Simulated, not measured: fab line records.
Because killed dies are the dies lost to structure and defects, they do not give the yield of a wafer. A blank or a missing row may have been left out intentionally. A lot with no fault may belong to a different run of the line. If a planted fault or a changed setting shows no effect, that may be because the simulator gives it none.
fab line records    flow gf180mcu
record: lots: 24  wafers: 72  last-day: 34
route steps=602 shown PSD@258 CONTACT@310 V3@444 M5@534
lots with no fault: from the same line, run without faults
start-h: the number of hours between the record's first day and the start of the first shown wafer of the lot    wait-h: hours elapsed since this lot's preceding step    " the same as in the row above    L1.1+2: one row covering several wafers at once    - no value, or no start was given    * or withheld: withheld    < > ~ a bound
route shown NAME@n: names a module that has steps shown in the file, with the first one's number in the route    usual: mean and standard deviation over wafers with no fault    same: alike in all rows    chamber/n: place in a boat    sites: readings site by site    _std_site: standard deviation across them    _edge_site: outer sites' mean less inner sites'    radius-mm: how far each site lies from the wafer's centre    mask NAME#n: copy n    behind: the last tool/chamber to shape the wafer    hold: reason for holding the lot/hours on hold/outcome of the hold    device: whichever transistor did not switch (one of n, p or np)    end of line: tests run on the same wafers once the route is complete    step lacking rows: just its recipe    killed: not the wafer's yield, but the dies lost to structure and defects at the first sort    map: a wafer's dies, marking killed ones x, the rest . and places with no die _
set.NAME: the setting the step ran with; set.NAME@STEP: the setting that earlier step ran with    model.NAME: the simulator's own value behind a step, which no gauge read
one table for each step of the route and one row for each wafer, over a sample of lots
services: a tool's chamber out of use, with start hour (start-h, from the record's first day; less than 0 if before it), hours out, and reason
== steps ==
step: GF_PSD_STRIP_10
recipe: chemistry: O2/N2  power-w: 1400  pressure-mtorr: 1500  platen-temp-c: 250  o2-flow-sccm: 3000  n2-flow-sccm: 300  overash-fraction: 0.5
usual: drypump-motor-current-A: 6.02/0.16  heater-power-w: 324/29  oes-product-au: 0.592/0.0044  strip-time-to-endpoint-s: 16.52/0.034
lot.wafer  tool             chamber  start-h  wait-h  drypump-motor-current-A  heater-power-w  oes-product-au  rf-hours-counter-h  strip-time-to-endpoint-s
L074.1     plasma-asher-04  1        310.72   0.1     6.09                     288             0.598           66                  16.47
L074.2     "                0        "        "       6.19                     307             0.596           66                  16.51
L074.4     "                1        "        "       6.12                     297             0.591           -                   16.46
L075.2     plasma-asher-03  1        320.47   0.1     5.67                     322             0.595           22                  16.49
L075.5     "                0        "        "       5.97                     297             0.596           -                   16.47
L075.6     "                1        "        "       5.67                     313             0.595           -                   16.49
L076.1     plasma-asher-03  0        332.78   0.1     5.99                     292             0.597           24                  16.55
L076.3     "                0        "        "       5.97                     302             0.593           -                   16.52
L076.4     "                1        "        "       5.70                     313             0.587           -                   16.52
L077.2     plasma-asher-02  0        338.98   0.1     6.08                     337             0.589           51                  16.49
L077.5     "                0        "        "       6.10                     330             0.586           -                   16.49
L077.6     "                1        "        "       6.00                     368             0.590           -                   16.49
L078.1     plasma-asher-04  0        348.03   0.1     6.19                     314             0.585           70                  16.56
L078.3     "                0        "        "       6.20                     318             0.596           -                   16.57
L078.6     "                1        "        "       6.07                     299             0.594           -                   16.57
L079.1     plasma-asher-04  0        362.63   0.1     6.22                     314             0.587           71                  16.48
L079.2     "                1        "        "       6.06                     296             0.586           71                  16.50
L079.5     "                1        "        "       6.07                     298             0.589           -                   16.52
L080.2     plasma-asher-04  1        372.28   0.1     6.10                     290             0.588           72                  16.56
L080.4     "                1        "        "       6.08                     296             0.591           -                   16.56
L080.6     "                0        "        "       6.20                     319             0.600           -                   16.55
L081.2     plasma-asher-02  1        380.56   0.1     5.99                     380             0.586           56                  16.51
L081.4     "                0        "        "       6.10                     334             0.597           -                   16.49
L081.6     "                0        "        "       6.13                     331             0.593           -                   16.49
L082.2     plasma-asher-03  1        386.51   0.1     5.68                     314             0.599           28                  16.50
L082.5     "                1        "        "       5.68                     313             0.590           -                   16.55
L082.6     "                0        "        "       6.01                     289             0.601           -                   16.53
L083.3     plasma-asher-02  1        393.05   0.1     6.01                     376             0.587           -                   16.54
L083.4     "                0        "        "       6.13                     336             0.597           -                   16.58
L083.6     "                0        "        "       6.12                     325             0.589           -                   16.47
L084.1     plasma-asher-04  1        398.28   0.1     6.07                     295             0.592           75                  16.59
L084.5     "                1        "        "       6.06                     286             0.584           -                   16.57
L084.6     "                0        "        "       6.18                     319             0.595           -                   16.58
L085.2     plasma-asher-03  0        413.61   0.1     6.00                     290             0.597           31                  16.53
L085.3     "                0        "        "       6.00                     293             0.589           -                   16.52
L085.5     "                1        "        "       5.70                     322             0.592           -                   16.55
L086.3     plasma-asher-04  0        418.11   0.1     6.21                     315             0.599           -                   16.51
L086.4     "                1        "        "       6.11                     297             0.591           -                   16.51
L086.5     "                1        "        "       6.07                     297             0.591           -                   16.52
L087.1     plasma-asher-02  1        428.41   0.1     5.98                     372             0.590           61                  16.50
L087.3     "                1        "        "       5.99                     372             0.593           -                   16.50
L087.5     "                1        "        "       5.98                     368             0.588           -                   16.55
L088.1     plasma-asher-02  0        435.81   0.1     6.13                     324             0.593           62                  16.52
L088.2     "                1        "        "       5.99                     368             0.588           62                  16.50
L088.6     "                1        "        "       6.01                     369             0.592           -                   16.51
L089.2     plasma-asher-02  1        445.42   0.1     6.00                     377             0.590           63                  16.54
L089.4     "                1        "        "       6.01                     373             0.600           -                   16.53
L089.6     "                1        "        "       6.01                     361             0.589           -                   16.53
L090.2     plasma-asher-03  0        449.47   0.1     6.05                     287             0.597           35                  16.53
L090.5     "                1        "        "       5.68                     319             0.588           -                   16.48
L090.6     "                0        "        "       5.97                     293             0.586           -                   16.51
L091.3     plasma-asher-02  0        461.00   0.1     6.10                     333             0.598           -                   16.52
L091.4     "                1        "        "       5.99                     364             0.596           -                   16.51
L091.6     "                1        "        "       5.97                     381             0.596           -                   16.57
L092.2     plasma-asher-03  1        476.01   0.1     5.69                     314             0.588           36                  16.54
L092.3     "                1        "        "       5.70                     316             0.592           -                   16.53
L092.5     "                0        "        "       5.99                     292             0.591           -                   16.57
L093.1     plasma-asher-02  0        481.32   0.1     6.11                     329             0.592           67                  16.53
L093.3     "                1        "        "       5.99                     380             0.596           -                   16.58
L093.4     "                0        "        "       6.13                     337             0.594           -                   16.59
L094.2     plasma-asher-03  1        482.51   0.1     5.66                     307             0.593           37                  16.53
L094.3     "                1        "        "       5.67                     324             0.593           -                   16.50
L094.4     "                0        "        "       5.99                     292             0.597           -                   16.50
L095.2     plasma-asher-02  1        495.87   0.1     6.01                     376             0.590           69                  16.54
L095.3     "                1        "        "       6.00                     379             0.594           -                   16.48
L095.5     "                0        "        "       6.10                     329             0.594           -                   16.53
L096.2     plasma-asher-02  0        503.08   0.1     6.10                     334             0.589           69                  16.55
L096.5     "                1        "        "       6.00                     365             0.592           -                   16.59
L096.6     "                0        "        "       6.11                     334             0.595           -                   16.57
L097.1     plasma-asher-04  1        513.16   0.1     6.13                     296             0.588           9                   16.51
L097.2     "                0        "        "       6.18                     305             0.589           9                   16.48
L097.6     "                0        "        "       6.19                     304             0.595           -                   16.53
step: GF_CONTACT_SPUTTER_23
recipe: material: TiN  target-thk-nm: 10  chamber-pressure-pa: 5  power-w: 4000  time-s: 40
usual: cathode-dc-power-W: 4000.1/0.76  throttle-valve-pct: 29.7/0.89
lot.wafer  tool            chamber  start-h  wait-h  cathode-dc-power-W  throttle-valve-pct
L074.1     pvd-sputter-04  -        355.65   0.0     4000.2              29.8
L074.2     "               -        "        "       4000.6              32.1
L074.4     "               -        "        "       4001.0              31.4
L075.2     pvd-sputter-02  -        366.36   0.0     3999.3              29.1
L075.5     "               -        "        "       4000.5              30.5
L075.6     "               -        "        "       3998.7              29.3
L076.1     pvd-sputter-03  -        378.16   0.0     4000.3              28.3
L076.3     "               -        "        "       4000.1              30.7
L076.4     "               -        "        "       4000.6              29.2
L077.2     pvd-sputter-02  -        385.50   0.0     3999.2              30.6
L077.5     "               -        "        "       4000.7              29.2
L077.6     "               -        "        "       3999.5              29.5
L078.1     pvd-sputter-02  -        395.25   0.0     3999.2              29.2
L078.3     "               -        "        "       4000.3              29.3
L078.6     "               -        "        "       4001.0              29.5
L079.1     pvd-sputter-04  -        410.49   0.0     4000.4              31.2
L079.2     "               -        "        "       3999.5              29.3
L079.5     "               -        "        "       4000.6              31.2
L080.2     pvd-sputter-02  -        421.20   0.0     3999.2              28.9
L080.4     "               -        "        "       4001.7              29.3
L080.6     "               -        "        "       3999.5              30.8
L081.2     pvd-sputter-02  -        428.43   0.0     4000.8              28.9
L081.4     "               -        "        "       4000.7              29.2
L081.6     "               -        "        "       4000.1              29.3
L082.2     pvd-sputter-02  -        434.81   0.0     4000.3              29.2
L082.5     "               -        "        "       4000.0              29.4
L082.6     "               -        "        "       4000.1              29.2
L083.3     pvd-sputter-02  -        442.35   0.0     3999.3              30.7
L083.4     "               -        "        "       4000.9              29.1
L083.6     "               -        "        "       3999.7              29.3
L084.1     pvd-sputter-03  -        447.47   0.0     4001.2              30.6
L084.5     "               -        "        "       4000.7              29.3
L084.6     "               -        "        "       4000.6              30.7
L085.2     pvd-sputter-02  -        464.10   0.0     3999.0              29.2
L085.3     "               -        "        "       3999.0              29.4
L085.5     "               -        "        "       4000.5              30.4
L086.3     pvd-sputter-02  -        467.97   0.0     3998.5              29.1
L086.4     "               -        "        "       4001.1              29.3
L086.5     "               -        "        "       3999.1              30.5
L087.1     pvd-sputter-03  -        478.89   0.0     3999.7              28.2
L087.3     "               -        "        "       3999.7              29.2
L087.5     "               -        "        "       4000.6              29.4
L088.1     pvd-sputter-02  -        486.19   0.0     3999.5              29.0
L088.2     "               -        "        "       4000.4              29.4
L088.6     "               -        "        "       4000.4              29.4
L089.2     pvd-sputter-02  -        496.53   0.0     3999.0              29.3
L089.4     "               -        "        "       3998.9              30.5
L089.6     "               -        "        "       3999.7              28.9
L090.2     pvd-sputter-04  -        500.30   0.0     3999.6              31.2
L090.5     "               -        "        "       4001.1              30.1
L090.6     "               -        "        "       3998.8              32.2
L091.3     pvd-sputter-03  -        512.34   0.0     4000.1              30.7
L091.4     "               -        "        "       3998.3              28.1
L091.6     "               -        "        "       3999.0              27.9
L092.2     pvd-sputter-03  -        527.09   0.0     4000.8              30.7
L092.3     "               -        "        "       4000.0              29.3
L092.5     "               -        "        "       3999.0              30.4
L093.1     pvd-sputter-02  -        532.17   0.0     3999.9              29.2
L093.3     "               -        "        "       4000.4              30.6
L093.4     "               -        "        "       3999.4              29.5
L094.2     pvd-sputter-03  -        532.45   0.0     4000.5              28.3
L094.3     "               -        "        "       3998.3              30.6
L094.4     "               -        "        "       3999.2              29.6
L095.2     pvd-sputter-02  -        546.21   0.0     4000.6              29.2
L095.3     "               -        "        "       3999.0              29.7
L095.5     "               -        "        "       4000.8              29.3
L096.2     pvd-sputter-02  -        553.46   0.0     4000.7              30.5
L096.5     "               -        "        "       3999.1              29.2
L096.6     "               -        "        "       4000.6              29.2
L097.1     pvd-sputter-04  -        562.59   0.0     4000.9              29.9
L097.2     "               -        "        "       3999.6              32.0
L097.6     "               -        "        "       3999.0              30.0
step: GF_V3_OVL_MEAS_15
usual: V3_OVL: -1/4.7
lot.wafer  tool        chamber  start-h  wait-h  V3_OVL[nm]
L074.1     overlay-01  -        504.33   0.1     -1
L074.2     "           -        "        "       -1
L074.4     "           -        "        "       -1
L075.2     overlay-01  -        516.63   0.1     -1
L075.5     "           -        "        "       -1
L075.6     "           -        "        "       -2
L076.1     overlay-02  -        528.33   0.1     -2
L076.3     "           -        "        "       1
L076.4     "           -        "        "       -3
L077.2     overlay-01  -        535.48   0.1     5
L077.5     "           -        "        "       1
L077.6     "           -        "        "       6
L078.1     overlay-02  -        543.99   0.1     -1
L078.3     "           -        "        "       -3
L078.6     "           -        "        "       -9
L079.1     overlay-02  -        562.99   0.1     -3
L079.2     "           -        "        "       -2
L079.5     "           -        "        "       5
L080.2     overlay-02  -        571.79   0.1     -6
L080.4     "           -        "        "       -6
L080.6     "           -        "        "       -5
L081.2     overlay-02  -        578.08   0.1     -14
L081.4     "           -        "        "       -7
L081.6     "           -        "        "       -12
L082.2     overlay-01  -        583.43   0.1     1
L082.5     "           -        "        "       2
L082.6     "           -        "        "       5
L083.3     overlay-02  -        588.24   0.1     -5
L083.4     "           -        "        "       -6
L083.6     "           -        "        "       -2
L084.1     overlay-01  -        599.98   0.1     5
L084.5     "           -        "        "       -5
L084.6     "           -        "        "       6
L085.2     overlay-02  -        609.34   0.1     3
L085.3     "           -        "        "       2
L085.5     "           -        "        "       0
L086.3     overlay-01  -        612.19   0.1     -6
L086.4     "           -        "        "       -7
L086.5     "           -        "        "       -6
L087.1     overlay-02  -        624.73   0.1     0
L087.3     "           -        "        "       1
L087.5     "           -        "        "       2
L088.1     overlay-02  -        628.78   0.1     -5
L088.2     "           -        "        "       -4
L088.6     "           -        "        "       -8
L089.2     overlay-02  -        637.38   0.1     -6
L089.4     "           -        "        "       -2
L089.6     "           -        "        "       -3
L090.2     overlay-02  -        643.44   0.1     -4
L090.5     "           -        "        "       2
L090.6     "           -        "        "       -4
L091.3     overlay-02  -        650.59   0.1     10
L091.4     "           -        "        "       10
L091.6     "           -        "        "       12
L092.2     overlay-01  -        666.29   0.1     -5
L092.3     "           -        "        "       -6
L092.5     "           -        "        "       -2
L093.1     overlay-02  -        667.42   0.1     0
L093.3     "           -        "        "       -7
L093.4     "           -        "        "       2
L094.2     overlay-01  -        669.90   0.1     -3
L094.3     "           -        "        "       7
L094.4     "           -        "        "       6
L095.2     overlay-01  -        677.43   0.1     5
L095.3     "           -        "        "       1
L095.5     "           -        "        "       -3
L096.2     overlay-01  -        685.94   0.1     6
L096.5     "           -        "        "       8
L096.6     "           -        "        "       0
L097.1     overlay-02  -        692.28   0.1     -3
L097.2     "           -        "        "       -2
L097.6     "           -        "        "       -10
step: GF_V3_RS_MEAS_24
recipe: thk-meas-gauge: four-point-probe  reads: W_of_V3_CVD_23+TiN_of_V3_SPUTTER_22+Ti_of_V3_SPUTTER_21
usual: V3_W_RS: 0.329/0.0035
lot.wafer  tool           chamber  start-h  wait-h  V3_W_RS[ohm/sq]
L074.1     film-metro-02  -        505.30   0.1     0.327
L074.2     "              -        "        "       0.324
L074.4     "              -        "        "       0.329
L075.2     film-metro-01  -        517.56   0.1     0.335
L075.5     "              -        "        "       0.329
L075.6     "              -        "        "       0.329
L076.1     film-metro-01  -        529.24   0.1     0.333
L076.3     "              -        "        "       0.328
L076.4     "              -        "        "       0.331
L077.2     film-metro-01  -        536.41   0.1     0.324
L077.5     "              -        "        "       0.325
L077.6     "              -        "        "       0.324
L078.1     film-metro-03  -        544.90   0.1     0.325
L078.3     "              -        "        "       0.325
L078.6     "              -        "        "       0.327
L079.1     film-metro-02  -        563.90   0.1     0.336
L079.2     "              -        "        "       0.330
L079.5     "              -        "        "       0.333
L080.2     film-metro-03  -        572.72   0.1     0.329
L080.4     "              -        "        "       0.326
L080.6     "              -        "        "       0.324
L081.2     film-metro-02  -        579.13   0.1     0.335
L081.4     "              -        "        "       0.333
L081.6     "              -        "        "       0.329
L082.2     film-metro-01  -        584.83   0.1     0.332
L082.5     "              -        "        "       0.334
L082.6     "              -        "        "       0.331
L083.3     film-metro-01  -        589.18   0.1     0.330
L083.4     "              -        "        "       0.332
L083.6     "              -        "        "       0.329
L084.1     film-metro-02  -        600.89   0.1     0.325
L084.5     "              -        "        "       0.323
L084.6     "              -        "        "       0.329
L085.2     film-metro-01  -        610.26   0.1     0.327
L085.3     "              -        "        "       0.329
L085.5     "              -        "        "       0.329
L086.3     film-metro-02  -        613.13   0.1     0.328
L086.4     "              -        "        "       0.330
L086.5     "              -        "        "       0.327
L087.1     film-metro-03  -        626.00   0.1     0.322
L087.3     "              -        "        "       0.323
L087.5     "              -        "        "       0.325
L088.1     film-metro-02  -        629.85   0.1     0.332
L088.2     "              -        "        "       0.335
L088.6     "              -        "        "       0.333
L089.2     film-metro-02  -        638.34   0.1     0.328
L089.4     "              -        "        "       0.329
L089.6     "              -        "        "       0.330
L090.2     film-metro-03  -        644.46   0.2     0.329
L090.5     "              -        "        "       0.326
L090.6     "              -        "        "       0.330
L091.3     film-metro-01  -        651.53   0.1     0.330
L091.4     "              -        "        "       0.330
L091.6     "              -        "        "       0.330
L092.2     film-metro-03  -        667.22   0.1     0.327
L092.3     "              -        "        "       0.326
L092.5     "              -        "        "       0.325
L093.1     film-metro-01  -        668.37   0.1     0.327
L093.3     "              -        "        "       0.325
L093.4     "              -        "        "       0.325
L094.2     film-metro-03  -        670.89   0.1     0.324
L094.3     "              -        "        "       0.325
L094.4     "              -        "        "       0.328
L095.2     film-metro-02  -        678.39   0.1     0.327
L095.3     "              -        "        "       0.329
L095.5     "              -        "        "       0.333
L096.2     film-metro-01  -        686.87   0.1     0.330
L096.5     "              -        "        "       0.333
L096.6     "              -        "        "       0.328
L097.1     film-metro-03  -        693.21   0.1     0.327
L097.2     "              -        "        "       0.334
L097.6     "              -        "        "       0.333
step: GF_M5_OVL_MEAS_08
usual: M5_OVL: -3/6
lot.wafer  tool        chamber  start-h  wait-h  M5_OVL[nm]
L074.1     overlay-02  -        597.98   0.1     -12
L074.2     "           -        "        "       -15
L074.4     "           -        "        "       -9
L075.2     overlay-01  -        609.48   0.1     -10
L075.5     "           -        "        "       -1
L075.6     "           -        "        "       -4
L076.1     overlay-02  -        622.54   0.1     3
L076.3     "           -        "        "       -2
L076.4     "           -        "        "       0
L077.2     overlay-02  -        626.28   0.1     -6
L077.5     "           -        "        "       2
L077.6     "           -        "        "       1
L078.1     overlay-01  -        635.88   0.1     5
L078.3     "           -        "        "       3
L078.6     "           -        "        "       7
L079.1     overlay-02  -        651.39   0.1     -3
L079.2     "           -        "        "       -3
L079.5     "           -        "        "       -8
L080.2     overlay-02  -        662.69   0.1     -5
L080.4     "           -        "        "       1
L080.6     "           -        "        "       -2
L081.2     overlay-02  -        666.23   0.1     -9
L081.4     "           -        "        "       -5
L081.6     "           -        "        "       -7
L082.2     overlay-01  -        669.79   0.1     -11
L082.5     "           -        "        "       -5
L082.6     "           -        "        "       -10
L083.3     overlay-01  -        673.09   0.1     -3
L083.4     "           -        "        "       1
L083.6     "           -        "        "       -4
L084.1     overlay-02  -        684.67   0.1     2
L084.5     "           -        "        "       -5
L084.6     "           -        "        "       -4
L085.2     overlay-01  -        692.88   0.1     -7
L085.3     "           -        "        "       4
L085.5     "           -        "        "       -3
L086.3     overlay-02  -        694.50   0.1     1
L086.4     "           -        "        "       -3
L086.5     "           -        "        "       2
L087.1     overlay-02  -        707.11   0.1     15
L087.3     "           -        "        "       9
L087.5     "           -        "        "       6
L088.1     overlay-02  -        710.49   0.1     -8
L088.2     "           -        "        "       -6
L088.6     "           -        "        "       -3
L089.2     overlay-01  -        717.24   0.1     -6
L089.4     "           -        "        "       -3
L089.6     "           -        "        "       5
L090.2     overlay-01  -        724.09   0.1     -7
L090.5     "           -        "        "       -5
L090.6     "           -        "        "       -8
L091.3     overlay-01  -        729.95   0.1     -4
L091.4     "           -        "        "       1
L091.6     "           -        "        "       5
L092.2     overlay-01  -        744.44   0.1     2
L092.3     "           -        "        "       -4
L092.5     "           -        "        "       -9
L093.1     overlay-02  -        744.78   0.1     2
L093.3     "           -        "        "       10
L093.4     "           -        "        "       5
L094.2     overlay-01  -        748.04   0.1     -1
L094.3     "           -        "        "       -1
L094.4     "           -        "        "       -2
L095.2     overlay-01  -        754.19   0.1     -7
L095.3     "           -        "        "       -13
L095.5     "           -        "        "       -11
L096.2     overlay-02  -        762.18   0.1     -12
L096.5     "           -        "        "       -13
L096.6     "           -        "        "       -2
L097.1     overlay-02  -        766.08   0.1     -12
L097.2     "           -        "        "       -2
L097.6     "           -        "        "       -4
step: GF_M5_ETCH_09
recipe: chemistry: CF4/O2  target: Si3N4  target-depth-nm: 52  source-w: 800  bias-w: 150  pressure-mtorr: 150  cf4-flow-sccm: 80  O2_flow_sccm: 10  time-s: 11.6
usual: drypump-motor-current-A: 5.7/0.44  oes-product-au: 0.997/0.01  throttle-valve-pct: 5.969/0.0098
lot.wafer  tool         chamber  start-h  wait-h  drypump-motor-current-A  oes-product-au  rf-hours-counter-h  throttle-valve-pct
L074.1     rie-diel-01  3        598.02   0.0     5.1                      1.001           28                  5.978
L074.2     "            0        "        "       6.5                      0.994           4                   5.955
L074.4     "            2        "        "       5.8                      1.020           2                   5.971
L075.2     rie-diel-02  1        609.51   0.0     5.9                      1.000           8                   5.968
L075.5     "            1        "        "       5.9                      0.996           -                   5.966
L075.6     "            2        "        "       5.8                      1.013           -                   5.977
L076.1     rie-diel-01  2        622.57   0.0     5.8                      1.011           3                   5.970
L076.3     "            3        "        "       5.1                      1.007           30                  5.952
L076.4     "            0        "        "       6.5                      1.008           5                   5.975
L077.2     rie-diel-01  3        626.31   0.0     5.1                      0.996           30                  5.956
L077.5     "            1        "        "       6.0                      1.007           -                   5.973
L077.6     "            2        "        "       5.8                      1.018           -                   5.976
L078.1     rie-diel-01  3        635.92   0.0     5.1                      0.990           30                  5.980
L078.3     "            0        "        "       6.5                      0.994           6                   5.963
L078.6     "            2        "        "       5.8                      1.000           -                   5.980
L079.1     rie-diel-02  0        651.42   0.0     5.0                      1.004           9                   5.951
L079.2     "            3        "        "       6.0                      0.995           1                   5.974
L079.5     "            2        "        "       5.8                      1.014           -                   5.982
L080.2     rie-diel-03  0        662.72   0.0     5.8                      0.984           11                  5.961
L080.4     "            2        "        "       5.7                      0.970           22                  5.959
L080.6     "            1        "        "       6.3                      0.980           -                   5.969
L081.2     rie-diel-01  2        666.26   0.0     5.8                      1.021           4                   5.971
L081.4     "            3        "        "       5.1                      1.004           31                  5.981
L081.6     "            2        "        "       5.8                      1.010           -                   5.987
L082.2     rie-diel-02  2        669.82   0.0     5.8                      1.008           12                  5.970
L082.5     "            0        "        "       5.1                      1.004           -                   5.970
L082.6     "            3        "        "       6.0                      0.996           -                   5.974
L083.3     rie-diel-01  0        673.11   0.0     6.5                      0.989           7                   5.962
L083.4     "            3        "        "       5.1                      1.004           31                  5.974
L083.6     "            3        "        "       5.1                      0.984           -                   5.971
L084.1     rie-diel-02  1        684.71   0.0     5.9                      0.999           9                   5.962
L084.5     "            2        "        "       5.8                      1.010           -                   5.961
L084.6     "            1        "        "       5.9                      0.991           -                   5.978
L085.2     rie-diel-03  2        692.91   0.0     5.7                      0.988           23                  5.949
L085.3     "            3        "        "       5.2                      0.978           20                  5.961
L085.5     "            3        "        "       5.2                      0.978           -                   5.965
L086.3     rie-diel-02  2        694.52   0.0     5.8                      1.002           13                  5.974
L086.4     "            1        "        "       5.9                      0.994           10                  5.974
L086.5     "            3        "        "       6.0                      0.992           -                   5.963
L087.1     rie-diel-02  3        707.14   0.0     6.0                      1.000           3                   5.964
L087.3     "            2        "        "       5.8                      1.006           13                  5.973
L087.5     "            2        "        "       5.8                      1.005           -                   5.983
L088.1     rie-diel-02  2        710.52   0.0     5.8                      1.004           13                  5.966
L088.2     "            0        "        "       5.0                      0.995           10                  5.959
L088.6     "            0        "        "       5.0                      0.993           -                   5.955
L089.2     rie-diel-03  3        717.27   0.0     5.2                      0.994           21                  5.969
L089.4     "            0        "        "       5.8                      0.993           14                  5.973
L089.6     "            2        "        "       5.7                      0.996           -                   5.955
L090.2     rie-diel-03  2        724.12   0.0     5.7                      0.992           24                  5.968
L090.5     "            2        "        "       5.7                      0.993           -                   5.973
L090.6     "            1        "        "       6.3                      0.987           -                   5.989
L091.3     rie-diel-01  1        729.97   0.0     6.0                      0.993           47                  5.972
L091.4     "            2        "        "       5.7                      1.016           7                   5.973
L091.6     "            3        "        "       5.1                      0.992           -                   5.973
L092.2     rie-diel-01  0        744.47   0.0     6.5                      0.993           10                  5.967
L092.3     "            3        "        "       5.1                      1.008           35                  5.978
L092.5     "            1        "        "       6.0                      0.981           -                   5.960
L093.1     rie-diel-03  1        744.82   0.0     6.3                      0.978           8                   5.966
L093.3     "            0        "        "       5.8                      0.993           15                  5.963
L093.4     "            3        "        "       5.2                      0.985           22                  5.978
L094.2     rie-diel-03  1        748.07   0.0     6.3                      0.983           8                   5.966
L094.3     "            0        "        "       5.8                      0.993           15                  5.970
L094.4     "            2        "        "       5.7                      0.998           25                  5.967
L095.2     rie-diel-01  1        754.22   0.0     6.0                      0.995           47                  5.947
L095.3     "            2        "        "       5.8                      1.009           8                   5.971
L095.5     "            3        "        "       5.1                      1.015           -                   5.982
L096.2     rie-diel-03  3        762.21   0.0     5.2                      0.989           23                  5.976
L096.5     "            3        "        "       5.2                      0.984           -                   5.955
L096.6     "            2        "        "       5.7                      0.991           -                   5.965
L097.1     rie-diel-03  0        766.12   0.0     5.8                      0.990           16                  5.964
L097.2     "            3        "        "       5.2                      0.986           23                  5.971
L097.6     "            0        "        "       5.7                      0.987           -                   5.950
== services ==
tool             chamber  start-h  hours  kind
plasma-asher-02  -        291.32   2.8    pm
plasma-asher-02  -        308.26   4.3    repair
plasma-asher-02  -        331.13   5.5    repair
plasma-asher-03  -        337.96   14.6   pm
rie-diel-02      0        356.24   13.0   repair
rie-diel-02      0        383.96   3.2    repair
rie-diel-01      1        387.73   2.6    repair
rie-diel-02      2        388.04   8.5    repair
rie-diel-02      0        396.66   2.4    repair
rie-diel-02      3        403.47   3.9    repair
rie-diel-03      1        430.05   2.8    repair
rie-diel-03      0        457.66   23.7   repair
rie-diel-01      -        476.44   1.3    repair
rie-diel-03      -        493.58   4.0    pm
rie-diel-01      3        505.38   3.6    repair
rie-diel-03      0        507.04   1.5    repair
rie-diel-01      -        513.36   2.8    pm
rie-diel-01      0        538.25   4.3    repair
rie-diel-01      3        581.42   2.5    repair
rie-diel-01      -        585.93   0.7    repair
rie-diel-01      1        600.09   9.6    repair
plasma-asher-02  -        678.67   2.5    repair
rie-diel-03      1        726.27   11.5   repair
rie-diel-01      1        733.25   7.9    repair
== key ==
fault none
